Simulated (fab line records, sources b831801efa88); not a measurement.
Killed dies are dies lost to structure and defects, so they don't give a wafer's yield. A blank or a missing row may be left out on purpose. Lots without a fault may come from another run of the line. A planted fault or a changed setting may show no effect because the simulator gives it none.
fab line records | flow gf180mcu
record lots=15 wafers=45 last_day=34
route steps=602 shown M3@426 V3@440
lots that met no fault: from a run of the same line without faults
start_h: hours from the record's first day to the start of the lot's first wafer shown | wait_h: hours since the lot's step before | " the same as in the row above | L1.1+2: a row that stands for several wafers | - no value, or no start given | * or withheld: withheld | < > ~ a bound
route shown NAME@n: a module of which the file shows steps, and the number in the route of the first | usual: mean/standard deviation of fault-free wafers | same: alike in all rows | chamber/n: place in a boat | sites: the reading at each site | _std_site: their standard deviation | _edge_site: outer sites' mean less inner sites' | radius_mm: how far each site lies from the wafer's centre | mask NAME#n: copy n | behind: the tool/chamber that last shaped the wafer | hold: why the lot was held/for how many hours/how that ended | device: the transistor (n, p or np) that didn't switch | end of line: the same wafers' tests at the end of the route | a step without rows: its recipe alone | killed: dies lost to structure and defects at the first sort, not the wafer's yield | map: a wafer's dies, x killed, . not, _ none there
set.NAME: the setting as run; set.NAME@STEP: as run at that earlier step | model.NAME: the simulator's own value behind a step, which no gauge read
steps of the route over a sample of lots; a table a step, a row a wafer
services: from which hour (start_h, from the record's first day; less than 0 if before it) a tool's chamber was out of use, for how many hours, and why
## steps
# step GF_M3_STRIP_17
# recipe chemistry=O2/N2 power_w=1400 pressure_mtorr=1500 platen_temp_c=250 o2_flow_sccm=3000 n2_flow_sccm=300 overash_fraction=0.5
# usual drypump_motor_current_A=5.9/0.35 heater_power_w=373/24 oes_product_au=0.557/0.0045 strip_time_to_endpoint_s=7.86/0.045
# columns lot.wafer tool chamber start_h wait_h drypump_motor_current_A heater_power_w oes_product_au rf_hours_counter_h strip_time_to_endpoint_s
L195.1 plasma_asher-02 1 486.43 0.1 5.8 353 0.568 86 7.91
L195.3 " 1 " " 5.8 355 0.557 - 7.92
L195.5 " 1 " " 5.8 355 0.547 - 7.90
L197.2 plasma_asher-01 1 505.72 0.1 5.2 393 0.560 8 7.90
L197.5 " 1 " " 5.2 393 0.558 - 7.89
L197.6 " 0 " " 5.4 332 0.559 - 7.83
L198.3 plasma_asher-03 0 515.12 0.1 6.0 408 0.557 - 7.88
L198.4 " 1 " " 5.9 360 0.558 - 7.90
L198.6 " 0 " " 6.0 410 0.555 - 7.86
L201.2 plasma_asher-01 1 542.93 0.1 5.3 383 0.557 12 7.86
L201.3 " 0 " " 5.4 340 0.556 - 7.85
L201.6 " 1 " " 5.2 391 0.555 - 7.83
L202.1 plasma_asher-02 0 554.51 0.1 6.3 391 0.552 93 7.86
L202.2 " 1 " " 5.8 357 0.565 93 7.91
L202.6 " 0 " " 6.3 390 0.557 - 7.90
L203.1 plasma_asher-01 1 561.94 0.2 5.2 392 0.552 14 7.86
L203.2 " 0 " " 5.4 343 0.553 14 7.85
L203.5 " 0 " " 5.4 345 0.555 - 7.87
L204.1 plasma_asher-03 1 573.18 0.1 5.9 360 0.557 78 7.87
L204.2 " 0 " " 6.0 413 0.561 78 7.82
L204.4 " 0 " " 6.0 406 0.565 - 7.85
L209.1 plasma_asher-01 1 610.05 0.1 5.2 394 0.554 20 7.88
L209.5 " 0 " " 5.4 341 0.556 - 7.82
L209.6 " 1 " " 5.2 387 0.557 - 7.85
L210.1 plasma_asher-03 0 618.31 0.2 6.0 405 0.556 82 7.84
L210.2 " 1 " " 5.9 370 0.548 82 7.80
L210.3 " 0 " " 5.9 409 0.554 - 7.84
L211.1 plasma_asher-01 0 624.90 0.1 5.5 334 0.565 21 7.79
L211.3 " 0 " " 5.4 340 0.557 - 7.79
L211.5 " 0 " " 5.4 341 0.556 - 7.85
L213.3 plasma_asher-03 0 639.56 0.1 6.0 414 0.557 - 7.86
L213.5 " 0 " " 6.0 409 0.560 - 7.80
L213.6 " 1 " " 5.9 356 0.562 - 7.86
L214.1 plasma_asher-02 0 644.87 0.1 6.3 392 0.558 103 7.82
L214.4 " 1 " " 5.8 356 0.552 - 7.85
L214.6 " 1 " " 5.9 359 0.555 - 7.84
L215.2 plasma_asher-02 1 653.62 0.1 5.9 350 0.552 104 7.83
L215.4 " 1 " " 5.9 357 0.553 - 7.90
L215.5 " 0 " " 6.3 396 0.566 - 7.86
L216.1 plasma_asher-02 1 658.97 0.1 5.8 359 0.558 104 7.86
L216.2 " 0 " " 6.3 390 0.551 104 7.81
L216.5 " 0 " " 6.3 384 0.558 - 7.84
L218.1 plasma_asher-03 1 675.14 0.1 5.9 360 0.555 88 7.86
L218.3 " 1 " " 5.9 356 0.563 - 7.93
L218.5 " 0 " " 6.0 420 0.557 - 7.89
# step GF_V3_EXPOSE_11
# recipe mask_id=Via3 target_cd_nm=260 na=0.68 source_shape=conventional sigma_outer=0.6 dose_mj=38
# usual exposure_dose_mJ_cm2=38.12/0.039 focus_offset_nm=-0.1/0.54 na=0.68/0
# columns lot.wafer tool chamber start_h wait_h mask exposure_dose_mJ_cm2 focus_offset_nm na
L195.1 krf_scanner-01 0 499.90 - Via3#0 38.09 0.3 0.68
L195.3 " 0 " " Via3#0 38.13 0.1 0.68
L195.5 " 0 " " Via3#0 38.14 -0.1 0.68
L197.2 krf_scanner-02 0 518.85 - Via3#0 38.10 -1.1 0.68
L197.5 " 0 " " Via3#0 38.11 -0.8 0.68
L197.6 " 0 " " Via3#0 38.10 0.0 0.68
L198.3 krf_scanner-02 0 528.19 - Via3#0 38.23 -0.3 0.68
L198.4 " 0 " " Via3#0 38.21 0.2 0.68
L198.6 " 0 " " Via3#0 38.24 -0.6 0.68
L201.2 krf_scanner-02 - 555.09 - Via3#0 - - -
L201.3 " - " " Via3#0 - - -
L201.6 " - " " Via3#0 - - -
L202.1 krf_scanner-01 - 566.78 - Via3#0 - - -
L202.2 " - " " Via3#0 - - -
L202.6 " - " " Via3#0 - - -
L203.1 krf_scanner-02 - 574.03 - Via3#0 - - -
L203.2 " - " " Via3#0 - - -
L203.5 " - " " Via3#0 - - -
L204.1 krf_scanner-01 0 585.73 - Via3#0 38.10 -0.9 0.68
L204.2 " 0 " " Via3#0 38.08 -0.8 0.68
L204.4 " 0 " " Via3#0 38.09 -1.5 0.68
L209.1 krf_scanner-02 0 621.65 - Via3#0 38.07 0.7 0.68
L209.5 " 0 " " Via3#0 38.11 0.3 0.68
L209.6 " 0 " " Via3#0 38.13 0.8 0.68
L210.1 krf_scanner-02 0 630.06 - Via3#0 38.08 0.6 0.68
L210.2 " 0 " " Via3#0 38.10 -0.2 0.68
L210.3 " 0 " " Via3#0 38.12 0.8 0.68
L211.1 krf_scanner-02 0 636.00 - Via3#0 38.09 0.4 0.68
L211.3 " 0 " " Via3#0 38.08 -0.5 0.68
L211.5 " 0 " " Via3#0 38.10 -0.7 0.68
L213.3 krf_scanner-02 0 650.44 - Via3#0 38.06 -0.3 0.68
L213.5 " 0 " " Via3#0 38.06 -0.1 0.68
L213.6 " 0 " " Via3#0 38.13 0.4 0.68
L214.1 krf_scanner-01 0 656.08 - Via3#0 38.13 0.2 0.68
L214.4 " 0 " " Via3#0 38.11 0.4 0.68
L214.6 " 0 " " Via3#0 38.10 -0.2 0.68
L215.2 krf_scanner-01 0 664.54 - Via3#0 38.08 -0.2 0.68
L215.4 " 0 " " Via3#0 38.08 -0.1 0.68
L215.5 " 0 " " Via3#0 38.13 0.3 0.68
L216.1 krf_scanner-01 0 669.11 - Via3#0 38.10 -1.4 0.68
L216.2 " 0 " " Via3#0 38.10 -0.8 0.68
L216.5 " 0 " " Via3#0 38.12 -1.2 0.68
L218.1 krf_scanner-02 0 686.21 - Via3#0 38.08 0.3 0.68
L218.3 " 0 " " Via3#0 38.11 0.3 0.68
L218.5 " 0 " " Via3#0 38.12 -0.2 0.68
# step GF_V3_OVL_MEAS_15
# usual V3_OVL=-1/6.5
# columns lot.wafer tool chamber start_h wait_h V3_OVL[nm]
L195.1 overlay-02 - 511.49 0.1 -6
L195.3 " - " " -5
L195.5 " - " " 3
L197.2 overlay-02 - 530.65 0.1 -1
L197.5 " - " " -3
L197.6 " - " " 2
L198.3 overlay-02 - 539.63 0.1 -7
L198.4 " - " " -12
L198.6 " - " " -11
L201.2 overlay-02 - 566.23 0.1 -
L201.3 " - " " -
L201.6 " - " " -
L202.1 overlay-02 - 577.67 0.1 -
L202.2 " - " " -
L202.6 " - " " -
L203.1 overlay-01 - 585.03 0.1 -
L203.2 " - " " -
L203.5 " - " " -
L204.1 overlay-01 - 595.82 0.1 8
L204.2 " - " " 9
L204.4 " - " " 13
L209.1 overlay-02 - 631.54 0.1 -3
L209.5 " - " " -1
L209.6 " - " " -2
L210.1 overlay-01 - 639.73 0.1 0
L210.2 " - " " -3
L210.3 " - " " 3
L211.1 overlay-02 - 645.73 0.1 4
L211.3 " - " " 0
L211.5 " - " " 0
L213.3 overlay-01 - 660.04 0.1 -7
L213.5 " - " " -14
L213.6 " - " " -6
L214.1 overlay-01 - 665.12 0.1 7
L214.4 " - " " 1
L214.6 " - " " -1
L215.2 overlay-02 - 673.88 0.1 -2
L215.4 " - " " -2
L215.5 " - " " -4
L216.1 overlay-02 - 677.88 0.1 1
L216.2 " - " " 2
L216.5 " - " " -5
L218.1 overlay-02 - 695.22 0.1 -11
L218.3 " - " " -10
L218.5 " - " " -18
# step GF_V3_SPUTTER_21
# recipe material=Ti target_thk_nm=15 chamber_pressure_pa=5 power_w=2500 substrate_temp_c=200 time_s=80.02
# usual throttle_valve_pct=30.2/0.74
# columns lot.wafer tool chamber start_h wait_h throttle_valve_pct
L195.1 pvd_sputter-02 - 512.19 0.0 31.0
L195.3 " - " " 28.9
L195.5 " - " " 31.3
L197.2 pvd_sputter-01 - 531.34 0.0 29.5
L197.5 " - " " 30.6
L197.6 " - " " 29.8
L198.3 pvd_sputter-04 - 540.33 0.0 30.2
L198.4 " - " " 31.0
L198.6 " - " " 30.0
L201.2 pvd_sputter-04 - 566.93 0.0 30.0
L201.3 " - " " 30.0
L201.6 " - " " 30.6
L202.1 pvd_sputter-01 - 578.48 0.0 29.5
L202.2 " - " " 29.5
L202.6 " - " " 31.5
L203.1 pvd_sputter-04 - 585.85 0.0 30.4
L203.2 " - " " 31.0
L203.5 " - " " 30.4
L204.1 pvd_sputter-01 - 596.66 0.0 31.5
L204.2 " - " " 29.7
L204.4 " - " " 30.5
L209.1 pvd_sputter-01 - 632.24 0.0 30.4
L209.5 " - " " 29.5
L209.6 " - " " 30.5
L210.1 pvd_sputter-02 - 640.48 0.0 29.0
L210.2 " - " " 29.9
L210.3 " - " " 28.9
L211.1 pvd_sputter-04 - 646.46 0.0 30.1
L211.3 " - " " 30.4
L211.5 " - " " 30.2
L213.3 pvd_sputter-02 - 660.73 0.0 29.2
L213.5 " - " " 28.9
L213.6 " - " " 29.2
L214.1 pvd_sputter-02 - 665.82 0.0 28.9
L214.4 " - " " 28.8
L214.6 " - " " 31.2
L215.2 pvd_sputter-01 - 674.58 0.0 29.4
L215.4 " - " " 31.3
L215.5 " - " " 29.5
L216.1 pvd_sputter-04 - 678.57 0.0 29.9
L216.2 " - " " 30.1
L216.5 " - " " 29.7
L218.1 pvd_sputter-01 - 695.92 0.0 30.6
L218.3 " - " " 31.4
L218.5 " - " " 30.7
## services
# columns tool chamber start_h hours kind
krf_scanner-02 - 480.20 1.0 pm
krf_scanner-01 - 482.45 1.0 pm
pvd_sputter-01 - 490.03 3.0 repair
krf_scanner-02 - 498.96 0.8 pm
krf_scanner-02 - 508.74 0.2 repair
krf_scanner-02 - 509.68 0.2 repair
plasma_asher-03 - 517.23 3.2 repair
krf_scanner-01 - 554.12 1.3 pm
krf_scanner-02 - 555.95 1.0 repair
plasma_asher-03 - 575.76 4.8 repair
krf_scanner-02 - 583.62 0.8 repair
plasma_asher-03 - 595.35 0.8 repair
pvd_sputter-01 - 597.87 6.6 repair
pvd_sputter-02 - 620.32 12.1 repair
krf_scanner-01 - 621.65 0.8 pm
krf_scanner-02 - 637.18 1.3 pm
krf_scanner-02 - 638.85 0.3 repair
krf_scanner-01 - 642.48 0.8 pm
krf_scanner-02 - 649.20 1.0 pm
krf_scanner-01 - 651.45 1.0 pm
plasma_asher-01 - 658.71 1.4 repair
krf_scanner-02 - 667.76 0.8 pm
krf_scanner-01 - 673.33 0.4 repair
krf_scanner-01 - 693.48 0.5 repair
## key
first_sign step=GF_V3_EXPOSE_11 reading=tool_record direction=missing
effect none on later readings
met_at GF_V3_EXPOSE_11
struck_lots L201,L202,L203
later_rows_left_out L201.2,L201.3,L201.6,L202.1,L202.2,L202.6,L203.1,L203.2,L203.5
sort_left_out L201.2,L201.3,L201.6,L202.1,L202.2,L202.6,L203.1,L203.2,L203.5
not_acting_at GF_M3_STRIP_17,GF_V3_OVL_MEAS_15,GF_V3_SPUTTER_21
onset_between 528.19 555.09
fault kind=skipped_step_whole tool=krf_scanner-01,krf_scanner-02 chamber=- onset_h=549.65 steps=GF_V3_EXPOSE_11 scope=struck_lots_only
# sort_left_out: the simulated sort isn't trusted on such a fault, so these wafers' sort isn't shown, and their yield isn't known
# later_rows_left_out: the simulator's readings of these wafers behind a module that went badly wrong aren't trusted and aren't shown, but for the sort
